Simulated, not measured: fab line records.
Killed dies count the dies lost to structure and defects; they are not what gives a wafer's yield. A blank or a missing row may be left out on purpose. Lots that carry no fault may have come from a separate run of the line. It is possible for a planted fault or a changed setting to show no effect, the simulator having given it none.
Comparing a struck lot with a sound one || flow gf180mcu || 12 out of 602 route steps
Sound: the wafers L183.1, L183.2, L183.6. Struck: wafers L178.3, L178.5, L178.6. The cause is named last.
For every step that has rows: the tool of each side, followed by ch and its chambers, followed by its first start. Under that, the readings that differ: sound wafers || struck wafers || difference of the means || sigmas: that difference in standard deviations of wafers without a fault.
alike: readings with means less than 2 such deviations apart, plus words and numbers identical on both sides. not compared: withheld readings, readings lacking a value on some wafer, bounds such as >300 that could conceal the same value, and numbers that have no deviation in the record and whose values overlap.
A row with sigmas, a row that says differs or no value, or rows on one side alone: a step with any of these is where the two part. Numbers that have no deviation but don't overlap get no sigmas and don't part them. A reading that every wafer of one side lacks parts them only if that side has two wafers or more.

GF_STI_BOW_MEAS_00:
  sound on film metro-04, day 4 13:00; struck on film metro-04, day 3 12:02
  alike: INCOMING_BOW
then, 1 step without rows for these wafers: GF_STI_OXIDATION_01 (stabilise 600 s, purge 300 s, target thk 10 nm).
GF_STI_THK_MEAS_02:
  sound on film metro-04, day 4 14:46; struck on film metro-01, day 3 13:44
  alike: STI_OXIDATION_THK
then, 1 step without rows for these wafers: GF_STI_CVD_03 (deposits Si3N4 from DCS/NH3, target thk 207.16 nm, time 3551 s).
GF_STI_THK_MEAS_04:
  sound on film metro-04, day 4 16:49; struck on film metro-01, day 3 15:47
  alike: STI_CVD_03_THK
then, 5 steps without rows for these wafers: GF_STI_DEHYDRATE_05 (time 60 s); GF_STI_HMDS_06 (prime time 60 s); GF_STI_COAT_07 (resist thk 707.2 nm); GF_STI_SOFTBAKE_08 (time 60 s); GF_STI_EXPOSE_09 (exposes mask COMP, target cd 220 nm).
GF_STI_PEB_10: peb time 90 s.
  struck on litho track-04, day 4 04:29; sound on litho track-02 ch 0, day 5 05:31
  no value came back on the struck wafers for chill plate temp C (C), exhaust pa (Pa); on the sound wafers chill plate temp C (C) reads 23.05 22.94 23.02
then, 1 step without rows for these wafers: GF_STI_DEVELOP_11 (develop time 60 s).

## WHERE THEY PART
GF_STI_PEB_10 only, going by this record.

WHY: what had been put in by the simulator
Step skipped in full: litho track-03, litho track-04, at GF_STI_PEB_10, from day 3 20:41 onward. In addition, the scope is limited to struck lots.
